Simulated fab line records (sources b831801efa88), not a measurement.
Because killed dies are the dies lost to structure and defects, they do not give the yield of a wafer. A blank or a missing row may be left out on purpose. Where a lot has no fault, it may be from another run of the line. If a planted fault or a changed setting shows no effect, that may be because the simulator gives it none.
Which tool is to blame? || flow sky130 || 6 lots, 18 wafers sampled, at 2 steps of a route of 708

== WHAT EACH GAUGE READ, for each wafer ==
SKY_NWELL_TW_MEAS_26.
{"lot": "L149", "measured": "day 5 23:43", "on": "film-metro-03", "NWELL_2_TW": "501.9 501.0 502.2"}
{"lot": "L155", "measured": "day 7 09:10", "on": "film-metro-03", "NWELL_2_TW": "505.9 500.0 502.8"}
{"lot": "L159", "measured": "day 8 14:04", "on": "film-metro-04", "NWELL_2_TW": "388.1 386.8 386.8"}
{"lot": "L162", "measured": "day 9 05:08", "on": "film-metro-04", "NWELL_2_TW": "502.0 503.1 503.4"}
{"lot": "L166", "measured": "day 10 02:57", "on": "film-metro-02", "NWELL_2_TW": "493.5 496.1 494.0"}
{"lot": "L169", "measured": "day 10 19:44", "on": "film-metro-03", "NWELL_2_TW": "501.4 503.2 502.2"}

== EACH LOT AND THE TOOL THAT RAN IT (in order: tool; ch and the chambers of the sampled wafers; start) ==
{"lot": "L149", "SKY_NWELL_IMPLANT_24": "implanter-01 ch 0, day 5 23:28"}
{"lot": "L155", "SKY_NWELL_IMPLANT_24": "implanter-03 ch 0, day 7 08:55"}
{"lot": "L159", "SKY_NWELL_IMPLANT_24": "implanter-01 ch 0, day 8 13:49"}
{"lot": "L162", "SKY_NWELL_IMPLANT_24": "implanter-03 ch 0, day 9 04:53"}
{"lot": "L166", "SKY_NWELL_IMPLANT_24": "implanter-03 ch 0, day 10 02:44"}
{"lot": "L169", "SKY_NWELL_IMPLANT_24": "implanter-03 ch 0, day 10 19:29"}
- SKY_NWELL_IMPLANT_24

== THE ANSWER, worked out from the rows above alone ==
Rule: usual is defined by the lots themselves. The widest of any qualifying gaps counts: lots, ordered by their means at a reading, are off when they make up no more than a third of the lots, leave a main group of 4 or more, and stand apart from it by 3 or more times the standard deviation of that group's means. Not used: any main group whose means are identical at the precision the tables above print for the reading. A lot without any number at a reading at which 4 lots or more have one is off too. The other lots that the step has rows for count as sound.
Off: L159, seen at SKY_NWELL_TW_MEAS_26 (NWELL_2_TW). Mean 500.8 and standard deviation 3.2 in the main group.
If a tool, at a process step before that reading, ran all the lots that are off and no sound lot after the first of them, it fits. Gauges at SKY_NWELL_TW_MEAS_26: tried the same way as those tools. One fits: implanter-01 at SKY_NWELL_IMPLANT_24. A fault onset in the window from L149 (day 5 23:28, its last sound lot) to L159 (day 8 13:49, its first lot off) fits.

== WHAT HAD BEEN PUT IN BY THE SIMULATOR ==
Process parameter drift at SKY_NWELL_IMPLANT_24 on implanter-01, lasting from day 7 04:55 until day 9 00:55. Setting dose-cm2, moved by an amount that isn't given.
Shown lots that were struck: L159. The rule given above showed the same thing.
